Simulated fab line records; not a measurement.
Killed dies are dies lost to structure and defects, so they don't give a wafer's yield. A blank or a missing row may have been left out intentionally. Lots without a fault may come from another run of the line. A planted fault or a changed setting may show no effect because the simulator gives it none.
2 desks looking at one fault | flow sky130 | each desk holds nothing but its own numbers, with what lay behind them at the end

## AT THE TOOL OWNER'S DESK: litho-track-01
Per lot that ran on this tool, the mean of the sampled wafers carrying a number, from the tool's own readings at SKY_NWELL_DEHYDRATE_03 (time 60 s). If a lot's mean is further than 4 standard deviations from the usual mean, the lot is out of limits and carries the mark OUT (the distance appears in the brackets).
Columns: A = exhaust-pa at SKY_NWELL_DEHYDRATE_03, usual 44.7 Pa; B = heater-power-total-W at SKY_NWELL_DEHYDRATE_03, usual 160.38 W; C = run-length-s at SKY_NWELL_DEHYDRATE_03, usual 89.11 s
lot  | first seen here | A    | B      | C
L497 | day 5 11:56     | 44.0 | 160.43 | 89.15
L501 | day 6 05:19     | 44.9 | 160.27 | 89.19
L502 | day 6 09:14     | 45.2 | 160.50 | 89.08
L513 | day 8 23:10     | 44.9 | 160.30 | 95.37 (+39) OUT
L514 | day 9 06:02     | 44.4 | 160.46 | 95.33 (+39) OUT
This desk's finding: out of limits on L513, L514; first on L513, day 8 23:10 (run-length-s at SKY_NWELL_DEHYDRATE_03). L497, L501, L502 stayed within limits.

## METROLOGY DESK
What the gauges read, lot by lot, whatever tool the lot ran on: means of the sampled wafers that have a number. If a lot's mean is further than 4 standard deviations from the usual mean, the lot is out of limits and carries the mark OUT (the distance appears in the brackets).
Columns: A = RES_XHIGH_RS at SKY_SD_N_RS_MEAS_18, usual 333.3 ohm/sq
lot  | first seen here | A
L496 | day 29 05:35    | 333.3
L497 | day 29 17:10    | 333.5
L498 | day 29 20:56    | 333.1
L499 | day 29 23:07    | 332.2
L500 | day 30 08:37    | 333.7
L501 | day 30 18:44    | 333.2
L502 | day 31 02:49    | 334.2
L503 | day 31 05:45    | 331.8
L508 | day 33 16:07    | 335.6
L512 | day 34 01:47    | 332.3
L513 | day 34 08:53    | 333.2
L514 | day 34 19:28    | 333.2
This desk's verdict: no lot among the 12 shows anything out of limits.

## ALL TOGETHER
At day 8 23:10, on L513, L514, the tool owner's desk was in a position to raise an alarm.
Metrology desk: nothing out of limits seen.
The metrology desk holds a record of L513, L514, inside its limits.
SKY_NWELL_DEHYDRATE_03 was run on litho-track-01 by each of the lots named.

## WHAT THE SIMULATOR PUT IN
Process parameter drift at SKY_NWELL_DEHYDRATE_03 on litho-track-01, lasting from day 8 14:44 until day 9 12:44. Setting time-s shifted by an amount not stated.
Shown lots that were struck: L513, L514.
Delay in hours, fault start to first out-of-limits reading, by desk: the tool owner's desk at 8.
